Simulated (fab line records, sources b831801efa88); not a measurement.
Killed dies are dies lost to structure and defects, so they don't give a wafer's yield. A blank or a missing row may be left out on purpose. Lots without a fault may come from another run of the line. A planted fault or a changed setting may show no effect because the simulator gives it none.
Chamber matching | flow sky130 | SKY_VIA4_ETCH_12 on rie_diel-03: 4 sister chambers
The step etches SiO2 in C4F8/O2/Ar, stops on TiN, target depth 580 nm. 4 wafers are shown with their chamber, then 8 later ones without.

WAFERS WITH THEIR CHAMBER
wafer  | chamber | oes_product_au (a.u.)
L085.1 | 3       | 0.923
L085.3 | 2       | 0.922
L085.4 | 0       | 0.927
L088.1 | 1       | 0.926

WAFERS WITHOUT THEIR CHAMBER
wafer  | oes_product_au (a.u.)
L088.3 | 0.929
L088.6 | 0.922
L092.1 | 0.922
L092.4 | 0.922
L092.5 | 0.921
L094.3 | 0.937
L094.4 | 0.926
L094.6 | 0.930

WHICH CHAMBER EACH WENT THROUGH
wafer  | from the rows above               | in truth
L088.3 | can't be placed: 0 or 1 or 3 or 2 | 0
L088.6 | can't be placed: 2 or 3 or 1 or 0 | 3
L092.1 | can't be placed: 2 or 3 or 1 or 0 | 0
L092.4 | can't be placed: 2 or 3 or 1 or 0 | 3
L092.5 | can't be placed: 2 or 3 or 1 or 0 | 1
L094.3 | can't be placed: 0 or 1 or 3 or 2 | 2
L094.4 | can't be placed: 1 or 0 or 3 or 2 | 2
L094.6 | can't be placed: 0 or 1 or 3 or 2 | 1
Placed correctly: 0 of 8. Can't be placed from these rows: 8 (the true chamber is among the candidates in 8). Placed wrongly: 0.
How it was worked out, from the rows above alone: a wafer's distance from a chamber is the root of the sum, over the readings, of the square of ((its reading less the chamber's mean) divided by the reading's scatter). The wafer belongs to the nearest chamber; if the next one is less than 2 further off, it can't be placed. A chamber's mean is the mean of its shown wafers. The scatter: with one shown wafer a chamber, the root of the mean of the squares of how far each hidden wafer lies from its nearest shown one.
